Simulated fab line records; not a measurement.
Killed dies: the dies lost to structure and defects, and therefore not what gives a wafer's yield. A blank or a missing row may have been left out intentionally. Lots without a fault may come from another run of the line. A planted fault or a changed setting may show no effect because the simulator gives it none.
Comparing a struck lot with a sound one :: flow gf180mcu :: 16 steps out of a route of 602
Sound: these wafers, L376.1, L376.5, L376.6. The struck wafers were L384.2, L384.4, L384.6. The cause is given at the end.
Order at every step that has rows: each side's tool, ch and its chambers, its first start. Under that, the readings that differ: sound wafers :: struck wafers :: difference of the means :: sigmas: that difference in standard deviations of wafers without a fault.
alike: same words and numbers on both sides, and readings whose means sit less than 2 such deviations apart. not compared: any withheld reading, any reading some wafer has no value for, any bound like >300 that may hide the same value, and any number with overlapping values for which the record gives no deviation.
The two part at a step that has a row with sigmas, a row that says differs or no value, or rows on one side only. Numbers that don't overlap but have no deviation are shown without sigmas and don't part them. A reading missing from all wafers of one side parts the sides only when that side holds two or more wafers.

first, 3 steps without rows for these wafers: GF_V2_EXPOSE_11 (exposes mask Via2, target cd 260 nm); GF_V2_PEB_12 (peb time 90 s); GF_V2_DEVELOP_13 (develop time 60 s).
GF_V2_CD_MEAS_14: target cd 260 nm.
  sound on cd_sem-02 at day 20 19:25; struck on cd_sem-01 at day 23 16:37
  alike: cd_nm
GF_V2_OVL_MEAS_15:
  sound on overlay-02 at day 20 19:32; struck on overlay-02 at day 23 16:44
  alike: V2_OVL
GF_V2_ETCH_16: etches BARC in N2/H2.
  sound on rie_diel-02 ch 0,1,3, day 20 19:34; struck on rie_diel-01 ch 0,3, day 23 16:46
  alike: drypump_motor_current_A, oes_product_au, throttle_valve_pct
GF_V2_ETCH_17: etches SiO2 in C4F8/O2/Ar, stops on TiN, target depth 630 nm.
  sound on rie_diel-02 ch 0,1,3; struck on rie_diel-01 ch 0,3
  alike: oes_product_au
GF_V2_STRIP_18: strips in O2/N2.
  sound on plasma_asher-02 ch 0,1, day 20 19:41; struck on plasma_asher-04 ch 0,1, day 23 16:53
reading: heater_power_w (W)
sound: 368 369 329
struck: 308 317 287
difference: -51
sigmas: -2
  alike: drypump_motor_current_A, oes_product_au
  not compared: rf_hours_counter_h
then, 2 steps without rows for these wafers: GF_V2_STRIP_19 (strips in post etch residue remover, time 1200 s); GF_V2_CLEAN_20 (cleans in DIW).
GF_V2_SPUTTER_21: material Ti, target thk 15 nm, time 80.02 s.
  sound on pvd_sputter-04 at day 20 20:16; struck on pvd_sputter-04 at day 23 17:25
reading: throttle_valve_pct (%)
sound: 27.8 28.1 28.9
struck: 31.2 30.7 31.5
difference: +2.9
sigmas: +3
GF_V2_SPUTTER_22: material TiN, target thk 10 nm, time 40 s.
  sound on pvd_sputter-04 at day 20 20:19; struck on pvd_sputter-04 at day 23 17:29
reading: throttle_valve_pct (%)
sound: 28.2 27.7 29.1
struck: 31.5 30.9 31.4
difference: +2.9
sigmas: +3
GF_V2_CVD_23: deposits W, target thk 350 nm, time 104.94 s.
  sound on cvd_w-01 ch 0,1, day 20 20:22; struck on cvd_w-01 ch 1, day 23 17:34
reading: model.W_of_V2_CVD_23.thk_nm (nm)
sound: 345.3 343.5 345.7
struck: 321.4 319.9 321.3
difference: -24.0
sigmas: 
  alike: heater_power_outer_w, heater_power_w
GF_V2_RS_MEAS_24: a four-point-probe measurement.
  sound on film_metro-01 at day 20 20:28; struck on film_metro-03 at day 23 18:03
reading: V2_W_RS (ohm/sq)
sound: 0.331 0.333 0.331
struck: 0.356 0.359 0.357
difference: +0.026
sigmas: +5
  not compared: hold
GF_V2_THK_MEAS_25: measures by xrf.
  sound on film_metro-01 at day 20 20:35; struck on film_metro-03 at day 23 23:41
reading: V2_W_THK (nm)
sound: 356 357 358
struck: 324 325 328
difference: -31
sigmas: -4
  not compared: hold
-- the record jumps here: 8 days lie between the struck wafers' starts before and after (it left off in module V2 and takes up again in module PASSIVATION, whose first step shown is number 602 of the route) --
GF_PASSIVATION_PROBE_99:
  the record has rows for the struck wafers here (prober-01, day 31 22:44) and none for the sound ones

== WHERE THEY PART ==
At GF_V2_STRIP_18 first; at GF_PASSIVATION_PROBE_99 last (within this record only).

WHY: what the simulator had put in
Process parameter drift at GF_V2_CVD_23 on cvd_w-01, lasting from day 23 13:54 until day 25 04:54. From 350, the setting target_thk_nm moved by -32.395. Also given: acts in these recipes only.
